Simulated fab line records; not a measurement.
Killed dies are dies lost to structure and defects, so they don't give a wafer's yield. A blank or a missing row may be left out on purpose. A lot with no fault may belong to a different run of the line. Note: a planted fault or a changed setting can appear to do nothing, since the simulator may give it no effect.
Matching of chambers | flow sfqLine | SFQ_TRILAYER_I7_VIA_ETCH_VIA_ETCH_190 on rieDiel-02 has 4 sister chambers
The step etches SiO2 in CHF3, stops on Nb, target depth 260 nm. 8 wafers are shown with their chamber, then 7 later ones without.

== EACH WAFER AND ITS CHAMBER ==
wafer  | chamber | drypumpMotorCurrentA (A) | oesProductAu (a.u.)
L189.6 | 1       | 6.1                      | 0.852
L192.2 | 3       | 5.9                      | 0.855
L192.3 | 0       | 5.6                      | 0.847
L196.2 | 0       | 5.5                      | 0.846
L196.5 | 2       | 5.9                      | 0.857
L196.6 | 3       | 5.9                      | 0.849
L202.2 | 1       | 6.1                      | 0.854
L202.4 | 2       | 5.8                      | 0.853

== WAFERS WHOSE CHAMBER IS MISSING ==
wafer  | drypumpMotorCurrentA (A) | oesProductAu (a.u.)
L202.5 | 5.5                      | 0.853
L204.4 | 6.1                      | 0.855
L204.5 | 5.6                      | 0.860
L204.6 | 6.1                      | 0.863
L209.1 | 5.5                      | 0.856
L209.2 | 5.8                      | 0.862
L209.3 | 5.9                      | 0.859

== EACH ONE'S CHAMBER ==
wafer  | from the rows above          | in truth
L202.5 | 0                            | 0
L204.4 | 1                            | 1
L204.5 | can't be placed: 0 or 2 or 3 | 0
L204.6 | can't be placed: 1 or 3      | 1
L209.1 | 0                            | 0
L209.2 | can't be placed: 2 or 3      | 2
L209.3 | can't be placed: 2 or 3      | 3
Correct placement for 3 of the 7. Can't be placed from these rows: 4 (the true chamber is among the candidates in 4). Placed wrongly: 0.
How it was worked out, from the rows above alone: a wafer's distance from a chamber is the root of the sum, over the readings, of the square of ((its reading less the chamber's mean) divided by the reading's scatter). If the next closest chamber is less than 2 further off than the closest, the wafer can't be placed; otherwise it belongs to the closest. A chamber's mean is the mean of its shown wafers. The scatter: the root of (the sum of the squares of (reading less its chamber's mean) over the shown wafers, divided by (wafers less chambers)).
